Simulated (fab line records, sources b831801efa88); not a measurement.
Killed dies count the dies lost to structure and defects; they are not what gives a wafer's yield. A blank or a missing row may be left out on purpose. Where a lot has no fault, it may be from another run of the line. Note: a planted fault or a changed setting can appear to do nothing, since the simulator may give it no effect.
Which tool is to blame? / flow sky130 / 12 lots with 36 wafers sampled at 5 steps, on a route of 708 steps

WHAT THE GAUGES SHOWED, per wafer
The record lacks any reading of a measuring or inspecting step that a usual standard deviation could be used to judge.

EACH LOT AND THE TOOL THAT RAN IT (in order: tool; ch and the chambers of the sampled wafers; start)
lot=L542; SKY_SD_N_RTA_14=rtp anneal-01 ch 0, day 27 11:36; SKY_LOCAL_INTERCONNECT_ETCH_13=rie metal-04 ch 0,1, day 29 22:41; SKY_LOCAL_INTERCONNECT_STRIP_16=wet bench-03 ch 1, day 29 22:53; SKY_CONTACT_CMP_04=cmp-02 ch 0,1, day 29 23:37; SKY_PAD_OPEN_PROBE_99=-
lot=L544; SKY_SD_N_RTA_14=rtp anneal-02 ch 0, day 28 23:12; SKY_LOCAL_INTERCONNECT_ETCH_13=rie metal-01 ch 0,1, day 31 09:16; SKY_LOCAL_INTERCONNECT_STRIP_16=wet bench-04 ch 3, day 31 09:28; SKY_CONTACT_CMP_04=cmp-01 ch 0,1,3, day 31 10:16; SKY_PAD_OPEN_PROBE_99=-
lot=L546; SKY_SD_N_RTA_14=rtp anneal-02 ch 0, day 29 08:41; SKY_LOCAL_INTERCONNECT_ETCH_13=rie metal-04 ch 0,1, day 31 17:14; SKY_LOCAL_INTERCONNECT_STRIP_16=wet bench-03 ch 0, day 31 17:26; SKY_CONTACT_CMP_04=cmp-02 ch 0,2,3, day 31 18:10; SKY_PAD_OPEN_PROBE_99=-
lot=L547; SKY_SD_N_RTA_14=rtp anneal-01 ch 0, day 29 19:35; SKY_LOCAL_INTERCONNECT_ETCH_13=rie metal-02 ch 1, day 32 02:32; SKY_LOCAL_INTERCONNECT_STRIP_16=wet bench-04 ch 0, day 32 02:44; SKY_CONTACT_CMP_04=cmp-01 ch 0,3, day 32 03:28; SKY_PAD_OPEN_PROBE_99=-
lot=L548; SKY_SD_N_RTA_14=rtp anneal-02 ch 0, day 30 07:25; SKY_LOCAL_INTERCONNECT_ETCH_13=rie metal-02 ch 0,1, day 32 16:28; SKY_LOCAL_INTERCONNECT_STRIP_16=wet bench-04 ch 3, day 32 16:41; SKY_CONTACT_CMP_04=cmp-02 ch 2,3, day 32 17:24; SKY_PAD_OPEN_PROBE_99=-
lot=L549; SKY_SD_N_RTA_14=rtp anneal-01 ch 0, day 30 12:49; SKY_LOCAL_INTERCONNECT_ETCH_13=rie metal-04 ch 0,1, day 32 23:04; SKY_LOCAL_INTERCONNECT_STRIP_16=wet bench-04 ch 3, day 32 23:17; SKY_CONTACT_CMP_04=cmp-01 ch 0,3, day 33 00:04; SKY_PAD_OPEN_PROBE_99=prober-01, day 47 16:27
lot=L554; SKY_SD_N_RTA_14=rtp anneal-01 ch 0, day 31 19:27; SKY_LOCAL_INTERCONNECT_ETCH_13=rie metal-02 ch 0,1, day 34 03:44; SKY_LOCAL_INTERCONNECT_STRIP_16=wet bench-01 ch 0, day 34 03:56; SKY_CONTACT_CMP_04=cmp-01 ch 0,2,3, day 34 04:45; SKY_PAD_OPEN_PROBE_99=-
lot=L555; SKY_SD_N_RTA_14=rtp anneal-01 ch 0, day 32 11:01; SKY_LOCAL_INTERCONNECT_ETCH_13=rie metal-02 ch 0,1, day 34 18:22; SKY_LOCAL_INTERCONNECT_STRIP_16=wet bench-03 ch 2, day 34 18:35; SKY_CONTACT_CMP_04=cmp-02 ch 1,3, day 34 19:19; SKY_PAD_OPEN_PROBE_99=-
lot=L559; SKY_SD_N_RTA_14=rtp anneal-01 ch 0, day 33 20:20; SKY_LOCAL_INTERCONNECT_ETCH_13=rie metal-01 ch 0,1, day 36 04:19; SKY_LOCAL_INTERCONNECT_STRIP_16=wet bench-03 ch 2, day 36 04:32; SKY_CONTACT_CMP_04=cmp-01 ch 0,1,2, day 36 05:21; SKY_PAD_OPEN_PROBE_99=prober-01, day 49 22:28
lot=L560; SKY_SD_N_RTA_14=rtp anneal-02 ch 0, day 34 00:04; SKY_LOCAL_INTERCONNECT_ETCH_13=rie metal-01 ch 0,1, day 36 07:56; SKY_LOCAL_INTERCONNECT_STRIP_16=wet bench-03 ch 0, day 36 08:08; SKY_CONTACT_CMP_04=cmp-01 ch 2,3, day 36 08:56; SKY_PAD_OPEN_PROBE_99=-
lot=L561; SKY_SD_N_RTA_14=rtp anneal-01 ch 0, day 35 01:32; SKY_LOCAL_INTERCONNECT_ETCH_13=rie metal-04 ch 0,1, day 37 08:26; SKY_LOCAL_INTERCONNECT_STRIP_16=wet bench-04 ch 0, day 37 08:38; SKY_CONTACT_CMP_04=cmp-01 ch 0,1,2, day 37 09:28; SKY_PAD_OPEN_PROBE_99=prober-01, day 50 17:28
lot=L565; SKY_SD_N_RTA_14=rtp anneal-01 ch 0, day 35 19:04; SKY_LOCAL_INTERCONNECT_ETCH_13=rie metal-01 ch 0, day 38 01:20; SKY_LOCAL_INTERCONNECT_STRIP_16=wet bench-01 ch 1, day 38 01:38; SKY_CONTACT_CMP_04=cmp-01 ch 2,3, day 38 02:31; SKY_PAD_OPEN_PROBE_99=-
- SKY_SD_N_RTA_14: time 2 s.
- SKY_LOCAL_INTERCONNECT_ETCH_13: etches BARC in N2/H2, stops on SiO2, time 45.9 s, target depth 60 nm.
- SKY_LOCAL_INTERCONNECT_STRIP_16: strips in post etch residue remover, time 1200 s.
- SKY_CONTACT_CMP_04: polishes SiO2.
- SKY_PAD_OPEN_PROBE_99

WHAT THE TOOLS THEMSELVES READ (means of the sampled wafers that have a number; where no wafer has one, the mark that the record gives instead)
SKY_SD_N_RTA_14. Usual: anneal temp c max 1082.5, standard deviation 2.6; lamp power pct 15.74 %, standard deviation 0.05; ramp down c per s 90.000, standard deviation 0.015; wafer_temp_C_max 1078.0, standard deviation 1.3.
lot=L542; tool=rtp anneal-01; anneal temp c max=1084.1; lamp power pct (%)=15.75; ramp down c per s=90.009; wafer_temp_C_max=1078.4; flag=
lot=L544; tool=rtp anneal-02; anneal temp c max=1079.9; lamp power pct (%)=15.73; ramp down c per s=90.004; wafer_temp_C_max=1078.9; flag=
lot=L546; tool=rtp anneal-02; anneal temp c max=1079.8; lamp power pct (%)=15.75; ramp down c per s=89.989; wafer_temp_C_max=1078.1; flag=
lot=L547; tool=rtp anneal-01; anneal temp c max=1085.2; lamp power pct (%)=15.75; ramp down c per s=90.009; wafer_temp_C_max=1078.7; flag=
lot=L548; tool=rtp anneal-02; anneal temp c max=1080.4; lamp power pct (%)=15.76; ramp down c per s=89.997; wafer_temp_C_max=1077.9; flag=
lot=L549; tool=rtp anneal-01; anneal temp c max=1084.8; lamp power pct (%)=15.65; ramp down c per s=90.002; wafer_temp_C_max=1076.5; flag=
lot=L554; tool=rtp anneal-01; anneal temp c max=1084.6; lamp power pct (%)=15.76; ramp down c per s=89.996; wafer_temp_C_max=1077.3; flag=
lot=L555; tool=rtp anneal-01; anneal temp c max=1083.7; lamp power pct (%)=15.75; ramp down c per s=90.010; wafer_temp_C_max=1078.7; flag=
lot=L559; tool=rtp anneal-01; anneal temp c max=1084.1; lamp power pct (%)=15.74; ramp down c per s=89.995; wafer_temp_C_max=1077.6; flag=
lot=L560; tool=rtp anneal-02; anneal temp c max=1081.0; lamp power pct (%)=15.76; ramp down c per s=89.995; wafer_temp_C_max=1078.1; flag=
lot=L561; tool=rtp anneal-01; anneal temp c max=1085.4; lamp power pct (%)=15.77; ramp down c per s=89.992; wafer_temp_C_max=1078.8; flag=
lot=L565; tool=rtp anneal-01; anneal temp c max=1085.1; lamp power pct (%)=15.68; ramp down c per s=89.987; wafer_temp_C_max=1077.2; flag=

SKY_LOCAL_INTERCONNECT_ETCH_13. Usual: drypump motor current A 6.19 A, standard deviation 0.17; he backside leak sccm 3.4 sccm, standard deviation 0.34; oes product au 0.855 a.u., standard deviation 0.0047; throttle valve pct 13.225 %, standard deviation 0.009.
lot=L542; tool=rie metal-04; drypump motor current A (A)=6.25; he backside leak sccm (sccm)=3.4; oes product au (a.u.)=0.855; throttle valve pct (%)=13.223; flag=
lot=L544; tool=rie metal-01; drypump motor current A (A)=6.29; he backside leak sccm (sccm)=3.3; oes product au (a.u.)=0.855; throttle valve pct (%)=13.229; flag=
lot=L546; tool=rie metal-04; drypump motor current A (A)=6.28; he backside leak sccm (sccm)=3.5; oes product au (a.u.)=0.857; throttle valve pct (%)=13.230; flag=
lot=L547; tool=rie metal-02; drypump motor current A (A)=6.33; he backside leak sccm (sccm)=3.2; oes product au (a.u.)=0.854; throttle valve pct (%)=13.226; flag=
lot=L548; tool=rie metal-02; drypump motor current A (A)=6.18; he backside leak sccm (sccm)=3.2; oes product au (a.u.)=0.857; throttle valve pct (%)=13.218; flag=
lot=L549; tool=rie metal-04; drypump motor current A (A)=6.26; he backside leak sccm (sccm)=3.5; oes product au (a.u.)=0.859; throttle valve pct (%)=13.226; flag=
lot=L554; tool=rie metal-02; drypump motor current A (A)=6.18; he backside leak sccm (sccm)=3.3; oes product au (a.u.)=0.863; throttle valve pct (%)=13.215; flag=
lot=L555; tool=rie metal-02; drypump motor current A (A)=6.16; he backside leak sccm (sccm)=3.1; oes product au (a.u.)=0.854; throttle valve pct (%)=13.213; flag=
lot=L559; tool=rie metal-01; drypump motor current A (A)=6.30; he backside leak sccm (sccm)=3.4; oes product au (a.u.)=0.855; throttle valve pct (%)=13.220; flag=
lot=L560; tool=rie metal-01; drypump motor current A (A)=6.29; he backside leak sccm (sccm)=3.4; oes product au (a.u.)=0.856; throttle valve pct (%)=13.221; flag=
lot=L561; tool=rie metal-04; drypump motor current A (A)=6.27; he backside leak sccm (sccm)=3.4; oes product au (a.u.)=0.851; throttle valve pct (%)=13.227; flag=
lot=L565; tool=rie metal-01; drypump motor current A (A)=6.28; he backside leak sccm (sccm)=4.3; oes product au (a.u.)=0.861; throttle valve pct (%)=13.226; flag=

SKY_LOCAL_INTERCONNECT_STRIP_16. Usual: bath guard temp C 72.6 C, standard deviation 0.68; bath heat duty pct 14.7 %, standard deviation 1.3.
lot=L542; tool=wet bench-03; bath guard temp C (C)=73.0; bath heat duty pct (%)=14.9; flag=
lot=L544; tool=wet bench-04; bath guard temp C (C)=71.9; bath heat duty pct (%)=14.6; flag=
lot=L546; tool=wet bench-03; bath guard temp C (C)=71.5; bath heat duty pct (%)=12.7; flag=
lot=L547; tool=wet bench-04; bath guard temp C (C)=72.8; bath heat duty pct (%)=16.6; flag=
lot=L548; tool=wet bench-04; bath guard temp C (C)=72.3; bath heat duty pct (%)=13.8; flag=
lot=L549; tool=wet bench-04; bath guard temp C (C)=71.9; bath heat duty pct (%)=13.8; flag=
lot=L554; tool=wet bench-01; bath guard temp C (C)=73.2; bath heat duty pct (%)=14.4; flag=
lot=L555; tool=wet bench-03; bath guard temp C (C)=71.7; bath heat duty pct (%)=14.1; flag=
lot=L559; tool=wet bench-03; bath guard temp C (C)=-; bath heat duty pct (%)=-; flag=OFF
lot=L560; tool=wet bench-03; bath guard temp C (C)=-; bath heat duty pct (%)=-; flag=OFF
lot=L561; tool=wet bench-04; bath guard temp C (C)=-; bath heat duty pct (%)=-; flag=OFF
lot=L565; tool=wet bench-01; bath guard temp C (C)=73.1; bath heat duty pct (%)=14.1; flag=

SKY_CONTACT_CMP_04. Usual: motor current A 11.1 A, standard deviation 1.2; time to endpoint s 81 s, standard deviation 3.5.
lot=L542; tool=cmp-02; motor current A (A)=12.3; time to endpoint s (s)=79; flag=
lot=L544; tool=cmp-01; motor current A (A)=11.6; time to endpoint s (s)=83; flag=
lot=L546; tool=cmp-02; motor current A (A)=10.3; time to endpoint s (s)=75; flag=
lot=L547; tool=cmp-01; motor current A (A)=11.8; time to endpoint s (s)=84; flag=
lot=L548; tool=cmp-02; motor current A (A)=10.2; time to endpoint s (s)=81; flag=
lot=L549; tool=cmp-01; motor current A (A)=11.3; time to endpoint s (s)=79; flag=
lot=L554; tool=cmp-01; motor current A (A)=11.2; time to endpoint s (s)=85; flag=
lot=L555; tool=cmp-02; motor current A (A)=11.3; time to endpoint s (s)=77; flag=
lot=L559; tool=cmp-01; motor current A (A)=10.6; time to endpoint s (s)=82; flag=
lot=L560; tool=cmp-01; motor current A (A)=10.6; time to endpoint s (s)=82; flag=
lot=L561; tool=cmp-01; motor current A (A)=10.5; time to endpoint s (s)=82; flag=
lot=L565; tool=cmp-01; motor current A (A)=10.4; time to endpoint s (s)=79; flag=

SKY_PAD_OPEN_PROBE_99. Usual: killed_at_M0_to_M3 45, standard deviation 6.8; killed_at_M4_up 3.2, standard deviation 1.6; killed at contacts 24, standard deviation 5.1; killed at front end 14, standard deviation 4.4; killed at other 0.4, standard deviation 0.65; killed dies 87, standard deviation 8.8; killed open 47, standard deviation 7.2; killed short 39, standard deviation 6.1.
lot=L549; tool=prober-01; killed_at_M0_to_M3=46; killed_at_M4_up=2.3; killed at contacts=21; killed at front end=15; killed at other=0.3; killed dies=84; killed open=45; killed short=38; flag=
lot=L559; tool=prober-01; killed_at_M0_to_M3=44; killed_at_M4_up=5.0; killed at contacts=22; killed at front end=12; killed at other=0.0; killed dies=84; killed open=42; killed short=42; flag=
lot=L561; tool=prober-01; killed_at_M0_to_M3=48; killed_at_M4_up=2.3; killed at contacts=23; killed at front end=16; killed at other=0.0; killed dies=89; killed open=49; killed short=40; flag=

THE ANSWER, worked out from the rows above alone
Rule: take the mean of a lot's wafers that have a number; if it is more than 3 standard deviations from the usual mean, the lot is off. A lot without any number at a reading at which 4 lots or more have one is off too. Any other lot the step has rows for is counted as sound. After the gauges, taken in route order, come the tools' own readings; for these a lot's mean is taken, as printed above. The first step at which some lot is off is used, and at that step the reading that is off furthest; a lot without a number counts as furthest.
Off at SKY_LOCAL_INTERCONNECT_STRIP_16 (bath guard temp C): L559, L560, L561. Without a number there: L559, L560, L561.
If a tool, at that step or one of the process steps before it, ran each lot that is off and ran no sound lot following the first of them, it fits. None of those tried fits.

WHAT HAD BEEN PUT IN BY THE SIMULATOR
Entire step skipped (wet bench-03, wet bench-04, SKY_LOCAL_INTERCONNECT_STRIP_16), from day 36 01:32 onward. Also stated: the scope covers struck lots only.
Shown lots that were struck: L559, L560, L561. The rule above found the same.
